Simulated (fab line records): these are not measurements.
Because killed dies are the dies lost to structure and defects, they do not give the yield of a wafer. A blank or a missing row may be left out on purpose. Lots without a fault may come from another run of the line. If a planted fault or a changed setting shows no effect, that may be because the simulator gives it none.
Code-filled problem report in 8D (eight disciplines) form | flow gf180mcu | the parts of the form that need people (team, actions taken, sign-off) are left out

## 1. THE PROBLEM
Mean of oesProductAu at GF_MIM_METAL_ETCH_19: 0.902 a.u. across 9 wafers in 3 lots; on wafers with no fault it is 0.939 a.u. (standard deviation 0.0064). That puts it -5.8 standard deviations away from the usual mean.
The step: etches the open film in Cl2/BCl3, stops on Si3N4, target depth 324.5 nm, time 54.1 s.
Seen first at day 27 07:26 on rieMetal-02, wafer L856.2. At this step, 45 wafers from 15 lots have a number in the record. By rule, "out" or "out of limits" means more than 4 standard deviations away from the usual mean. All remaining wafers that have a number are taken as sound.

## 2. WHAT THIS IS AND IS NOT
question                    | is                     | is not
which readings at this step | oesProductAu           | drypumpMotorCurrentA
which lots                  | L856, L857, L858       | L851, L853, L854, L855, L866, L867, L869, L870, L871, L872, L873, L874
which wafers of those lots  | all that have a number | -
read on which tools         | rieMetal-02            | rieMetal-03, rieMetal-04
when                        | from day 27 07:26      | up to then (12 sound wafers); but 24 sound wafers of L866, L867, L869, L870, L871, L872, L873, L874 came after

## 3. SUSPECTS, AND WHAT RULES EACH OUT
Counting: a tool stays on the suspect list if, at a process step up to the reading, it processed all lots that are out and no sound lot following the first of them.
- cvdW-01 at GF_V4_CVD_23 (deposits W, target thk 350 nm, time 104.9 s): ruled out as a lasting fault. After its first lot that is out, L856 (day 26 09:41), sound lots L869, L871, L872, L874 ran on it.
- rieMetal-02 at GF_MIM_METAL_ETCH_19 (etches the open film in Cl2/BCl3, stops on Si3N4, target depth 324.5 nm, time 54.1 s): ruled out as a lasting fault. After its first lot that is out, L856 (day 27 07:26), sound lots L867, L869, L870, L871, L874 ran on it.
Left after counting: nothing in the record.

## 4. THE CAUSE (what the simulator had put in)
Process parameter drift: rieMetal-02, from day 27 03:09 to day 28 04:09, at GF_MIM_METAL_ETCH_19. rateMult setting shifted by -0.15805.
Counting ruled it out, wrongly.

## 5. THE CHAIN OF EFFECTS, in route order
Each row: a reading where the mean over the struck wafers with a number is more than 3 standard deviations away from the usual. Only readings for which the record gives a usual standard deviation are gone through. hours: the time from each lot's start at the first step in this table that gives one to its start at this step, as a median over the lots. sigmas: the change in usual standard deviations.
hours | step                 | reading              | usual      | on struck wafers | change | sigmas
0     | GF_MIM_METAL_ETCH_19 | oesProductAu         | 0.939 a.u. | 0.902            | -0.037 | -5.8
0     | GF_MIM_METAL_ETCH_19 | throttleValvePct     | 28.286 %   | 28.333           | +0.047 | +4.2
0     | GF_MIM_STRIP_20      | stripTimeToEndpointS | 11.23 s    | 11.49            | +0.26  | +6.6
Process steps it contains:
- GF_MIM_METAL_ETCH_19: etches the open film in Cl2/BCl3, stops on Si3N4, target depth 324.5 nm, time 54.1 s.
- GF_MIM_STRIP_20: strips in O2/N2.

## 6. WHAT WOULD HAVE CAUGHT IT SOONER
In this record no reading fell out of limits until day 27 07:26, 4 hours after the fault had begun at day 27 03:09.
